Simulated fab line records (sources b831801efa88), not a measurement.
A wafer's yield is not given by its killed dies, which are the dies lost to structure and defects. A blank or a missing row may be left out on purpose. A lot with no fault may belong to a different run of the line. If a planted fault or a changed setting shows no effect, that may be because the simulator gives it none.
Which tool was responsible? -- flow sfq-line -- 20 wafers from 7 lots sampled at 4 of the route's 325 steps

WHAT THE GAUGES SHOWED, per wafer
SFQ_M8_BOW_MEAS_951.
lot,measured,on,M8_BOW (um)
L443,day 77 08:53,film-metro-02,2 -11 2
L445,day 80 13:44,film-metro-04,-12 -1 -6
L447,day 80 19:42,film-metro-04,17 8 6
L449,day 81 05:18,film-metro-03,19 21 15
L451,day 81 14:02,film-metro-04,-7 1 7
L453,day 81 18:46,film-metro-03,25 20
L457,day 83 07:11,film-metro-04,18 4 15

TOOL THAT RAN EACH LOT (tool first, then ch and the chambers of the sampled wafers, then the start)
lot,SFQ_TRILAYER_L0_BARC_OPEN_METAL_ETCH_010,SFQ_TRILAYER_L0_VIA_STRIP_STRIP_017,SFQ_TRILAYER_I5_ETCH_VIA_ETCH_147
L443,"rie-metal-04 ch 0,1, day 4 14:23","rie-metal-01 ch 0,1, day 7 18:16","rie-diel-04 ch 0,1,2, day 61 18:51"
L445,"rie-metal-02 ch 0,1, day 5 00:01","rie-metal-01 ch 0,1, day 8 08:52","rie-diel-03 ch 1,2,3, day 66 04:40"
L447,"rie-metal-02 ch 0,1, day 5 16:28","rie-metal-04 ch 0,1, day 9 07:26","rie-diel-04 ch 1,3, day 70 19:21"
L449,"rie-metal-03 ch 0,1, day 6 02:04","rie-metal-03 ch 0,1, day 9 15:50","rie-diel-01 ch 0,1,2, day 71 19:21"
L451,"rie-metal-04 ch 0,1, day 6 12:53","rie-metal-01 ch 0,1, day 10 01:38","rie-diel-01 ch 1,2, day 71 22:57"
L453,"rie-metal-04 ch 0, day 6 20:04","rie-metal-01 ch 0,1, day 10 11:08","rie-diel-01 ch 0,3, day 72 10:39"
L457,"rie-metal-04 ch 0,1, day 7 20:34","rie-metal-03 ch 0,1, day 11 17:20","rie-diel-03 ch 0,3, day 77 06:42"
- SFQ_TRILAYER_L0_BARC_OPEN_METAL_ETCH_010: etches BARC in O2, target depth 125 nm, time 41.7 s.
- SFQ_TRILAYER_L0_VIA_STRIP_STRIP_017: strips in O2.
- SFQ_TRILAYER_I5_ETCH_VIA_ETCH_147: etches the open film in CHF3, stops on Nb, target depth 360 nm.

THE ANSWER, worked out from the rows above alone
Rule: the lots themselves supply what counts as usual. The widest of any qualifying gaps counts: lots, ordered by their means at a reading, are off when they make up no more than a third of the lots, leave a main group of 4 or more, and stand apart from it by 3 or more times the standard deviation of that group's means. A main group is skipped when, at the precision printed for the reading in the tables above, its means are all equal. Also off: a lot with no number at a reading for which 4 or more lots have one. Where the step has rows for the other lots, those lots are counted as sound.
No lot is off on any of the readings shown, so nothing can be concluded from this.

WHAT THE SIMULATOR HAD PUT IN
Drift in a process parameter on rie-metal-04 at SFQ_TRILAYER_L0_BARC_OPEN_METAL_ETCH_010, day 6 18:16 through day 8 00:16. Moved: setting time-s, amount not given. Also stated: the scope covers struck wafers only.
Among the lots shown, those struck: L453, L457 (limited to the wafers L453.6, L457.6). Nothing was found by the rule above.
